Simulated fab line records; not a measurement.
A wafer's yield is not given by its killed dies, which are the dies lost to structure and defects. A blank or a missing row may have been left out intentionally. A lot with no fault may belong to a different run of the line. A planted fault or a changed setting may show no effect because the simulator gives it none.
Split-lot trial | flow sky130 | 23 wafers read across 5 lots, on a route 708 steps long

THE SPLIT
At SKY_VT_ADJUST_PCH_IMPLANT_08, the setting energy-kev was moved away from the recipe's 10 on 10 of the 23 wafers read, by -4.8% to +3.5%. For the rest of the wafers, this setting stayed at what the recipe calls for.

Reading taken at the split's own step.

THE READING
The simulator's own value implant.drp-nm, read by no gauge, in nm at SKY_VT_ADJUST_PCH_IMPLANT_08. The file gives no usual value for it.

wafer  | tool, chamber at the split | energy-kev as run | against the recipe | implant.drp-nm, nm | against lot-mates on the recipe
L077.1 | implanter-03, 0            | 10.35             | +3.5%              | 17.53              | +0.42
L077.2 | implanter-03, 0            | 10.35             | +3.5%              | 17.53              | +0.42
L077.5 | implanter-03, 0            | 10.35             | +3.5%              | 17.53              | +0.42
L077.3 | implanter-03, 0            | 10                | recipe             | 17.11              | -
L077.4 | implanter-03, 0            | 10                | recipe             | 17.11              | -
L079.1 | implanter-04, 0            | 10                | recipe             | 17.11              | -
L079.3 | implanter-04, 0            | 10                | recipe             | 17.11              | -
L079.5 | implanter-04, 0            | 10                | recipe             | 17.11              | -
L079.2 | implanter-04, 0            | 9.692             | -3.1%              | 16.74              | -0.37
L079.4 | implanter-04, 0            | 9.692             | -3.1%              | 16.74              | -0.37
L080.2 | implanter-01, 0            | 10.16             | +1.6%              | 17.3               | +0.19
L080.6 | implanter-01, 0            | 10.16             | +1.6%              | 17.3               | +0.19
L080.3 | implanter-01, 0            | 10                | recipe             | 17.11              | -
L080.4 | implanter-01, 0            | 10                | recipe             | 17.11              | -
L080.5 | implanter-01, 0            | 10                | recipe             | 17.11              | -
L083.1 | implanter-03, 0            | 9.522             | -4.8%              | 16.54              | -0.57
L083.3 | implanter-03, 0            | 9.522             | -4.8%              | 16.54              | -0.57
L083.5 | implanter-03, 0            | 9.522             | -4.8%              | 16.54              | -0.57
L083.4 | implanter-03, 0            | 10                | recipe             | 17.11              | -
L083.6 | implanter-03, 0            | 10                | recipe             | 17.11              | -
L085.1 | implanter-04, 0            | 10                | recipe             | 17.11              | -
L085.2 | implanter-04, 0            | 10                | recipe             | 17.11              | -
L085.4 | implanter-04, 0            | 10                | recipe             | 17.11              | -

THE FIT
A straight line over all 23 wafers: implant.drp-nm changes by +0.12 nm for each +1% of energy-kev; r = +1.00; the points scatter about the line by 0.001 nm.
The same after taking each lot's own level away (the mean of its wafers on the recipe; 23 wafers): +0.12 nm for each +1%; r = +1.00; scatter 0.001 nm.
Per that fit: largest energy-kev move, reading shift of 0.57 nm.
The lots' own levels span 17.110 to 17.110 nm.
So the lot-to-lot level changes the slope little: the two slopes agree.
Check: with one of the wafers moved furthest among these (-4.8%) left out of the fit, the line predicts -0.572 nm for it against its lot-mates. Against them it came out at -0.57 nm.

FURTHER SPLITS ON THESE WAFERS
Before the reading, these wafers also passed through other splits. Each is held against what the fit with the lots' levels taken away leaves over:
other split on the same wafers            | wafers away from the commonest value | r with implant.drp-nm (lot level and that fit taken away)
SKY_VT_ADJUST_LVTN_STRIP_20 o2-flow-sccm  | 8                                    | +0.47
SKY_VT_ADJUST_NCORE_DEVELOP_06 dev-temp-c | 9                                    | +0.32
SKY_VT_ADJUST_HVTR_COAT_02 spin-rpm       | 11                                   | -0.23

THE WHOLE CHAIN: every reading that the file lists as answering this split, in the file's order
step                         | what it does | reading                                                         | change (the file's fit)               | r (the file's)
SKY_VT_ADJUST_PCH_IMPLANT_08 |              | implant.rp-nm (the simulator's own value, which no gauge read)  | +0.287 nm for each +1% of the setting | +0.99
SKY_VT_ADJUST_PCH_IMPLANT_08 |              | implant.drp-nm (the simulator's own value, which no gauge read) | +0.12 nm for each +1% of the setting  | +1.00

FILE'S OWN FIT
implant.drp-nm changes by +0.12 nm for each +1% of energy-kev, r = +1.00.
